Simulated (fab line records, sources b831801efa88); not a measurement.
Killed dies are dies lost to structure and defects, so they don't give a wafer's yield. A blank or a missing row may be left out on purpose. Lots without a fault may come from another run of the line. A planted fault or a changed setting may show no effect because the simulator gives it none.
Chamber matching | flow gf180mcu | GF_V1_ETCH_16 on rie_diel-02: 4 sister chambers
The step etches BARC in N2/H2. 4 wafers are shown with their chamber, then 7 later ones without.

WAFERS WITH THEIR CHAMBER
wafer  | chamber | throttle_valve_pct (%)
L702.5 | 3       | 13.232
L713.2 | 2       | 13.232
L719.2 | 1       | 13.230
L719.3 | 0       | 13.245

WAFERS WITHOUT THEIR CHAMBER
wafer  | throttle_valve_pct (%)
L719.5 | 13.234
L722.2 | 13.225
L722.4 | 13.231
L722.6 | 13.211
L723.2 | 13.223
L723.3 | 13.220
L723.5 | 13.224

WHICH CHAMBER EACH WENT THROUGH
wafer  | from the rows above               | in truth
L719.5 | can't be placed: 2 or 3 or 1 or 0 | 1
L722.2 | can't be placed: 1 or 2 or 3 or 0 | 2
L722.4 | can't be placed: 1 or 2 or 3 or 0 | 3
L722.6 | can't be placed: 1 or 2 or 3 or 0 | 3
L723.2 | can't be placed: 1 or 2 or 3 or 0 | 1
L723.3 | can't be placed: 1 or 2 or 3 or 0 | 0
L723.5 | can't be placed: 1 or 2 or 3 or 0 | 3
Placed correctly: 0 of 7. Can't be placed from these rows: 7 (the true chamber is among the candidates in 7). Placed wrongly: 0.
How it was worked out, from the rows above alone: a wafer's distance from a chamber is the root of the sum, over the readings, of the square of ((its reading less the chamber's mean) divided by the reading's scatter). The wafer belongs to the nearest chamber; if the next one is less than 2 further off, it can't be placed. A chamber's mean is the mean of its shown wafers. The scatter: with one shown wafer a chamber, the root of the mean of the squares of how far each hidden wafer lies from its nearest shown one.
